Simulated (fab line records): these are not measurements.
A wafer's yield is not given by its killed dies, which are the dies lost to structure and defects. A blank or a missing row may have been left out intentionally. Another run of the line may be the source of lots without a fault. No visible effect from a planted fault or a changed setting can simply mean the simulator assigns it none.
A struck lot beside a sound one || flow sky130 || 14 out of 708 route steps
Sound: wafers L801.1, L801.3, L801.6. Wafers struck: L798.1, L798.2, L798.6. The cause is named last.
Order at every step that has rows: each side's tool, ch and its chambers, its first start. Under that, the readings that differ: sound wafers || struck wafers || difference of the means || sigmas: that difference in standard deviations of wafers without a fault.
alike: words and numbers the same on both sides, and readings whose means are apart by under 2 such deviations; not compared: readings that were withheld, readings missing a value for some wafer, numbers with overlapping values and no deviation given by the record, and bounds like >300 which may hide the same value.
The two part at a step that has a row with sigmas, a row that says differs or no value, or rows on one side only. Non-overlapping numbers with no deviation appear without sigmas and do not part them. Lack of a reading on every wafer of one side parts them only where that side has two or more wafers.

first, 4 steps without rows for these wafers: SKY_LDD_HVN_SOFTBAKE_03 (time 60 s); SKY_LDD_HVN_EXPOSE_04 (exposes mask HVNTM, target cd 700 nm); SKY_LDD_HVN_PEB_05; SKY_LDD_HVN_DEVELOP_06 (develop time 60 s).
SKY_LDD_HVN_OVL_MEAS_07:
  sound on overlay-01 at day 25 08:36; struck on overlay-02 at day 24 10:01
  alike: LDD_HVN_OVL
then, 1 step without rows for these wafers: SKY_LDD_HVN_IMPLANT_08.
SKY_LDD_HVN_STRIP_09: strips in O2/N2.
  sound on plasma_asher-03 ch 0, day 25 08:47; struck on plasma_asher-01 ch 0,1, day 24 10:12
{"reading": "drypump_motor_current_A (A)", "sound": "4.9 4.9 4.9", "struck": "5.6 5.7 5.7", "difference": "+0.8", "sigmas": "+2"}
  alike: oes_product_au, strip_time_to_endpoint_s
  not compared: rf_hours_counter_h
SKY_LDD_HVN_TW_MEAS_10:
  sound on film_metro-01 at day 25 08:53; struck on film_metro-01 at day 24 10:18
  alike: LDD_HVN_TW
then, 4 steps without rows for these wafers: SKY_LDD_HVP_DEHYDRATE_00 (time 60 s); SKY_LDD_HVP_HMDS_01 (prime time 60 s); SKY_LDD_HVP_COAT_02 (resist thk 300 nm); SKY_LDD_HVP_SOFTBAKE_03 (time 60 s).
SKY_LDD_HVP_EXPOSE_04: exposes mask HVPTM, target cd 700 nm.
  struck on iline_stepper-02, day 25 01:10; sound on iline_stepper-01 ch 0, day 25 23:17
  no value came back on the struck wafers for exposure_dose_mJ_cm2, focus_offset_nm (nm); on the sound wafers exposure_dose_mJ_cm2 reads 86.00 85.94 86.03
  alike: mask
then, 1 step without rows for these wafers: SKY_LDD_HVP_PEB_05.

WHERE THEY PART
First at SKY_LDD_HVN_STRIP_09; last, within this record, at SKY_LDD_HVP_EXPOSE_04.

WHY: what had been put in by the simulator
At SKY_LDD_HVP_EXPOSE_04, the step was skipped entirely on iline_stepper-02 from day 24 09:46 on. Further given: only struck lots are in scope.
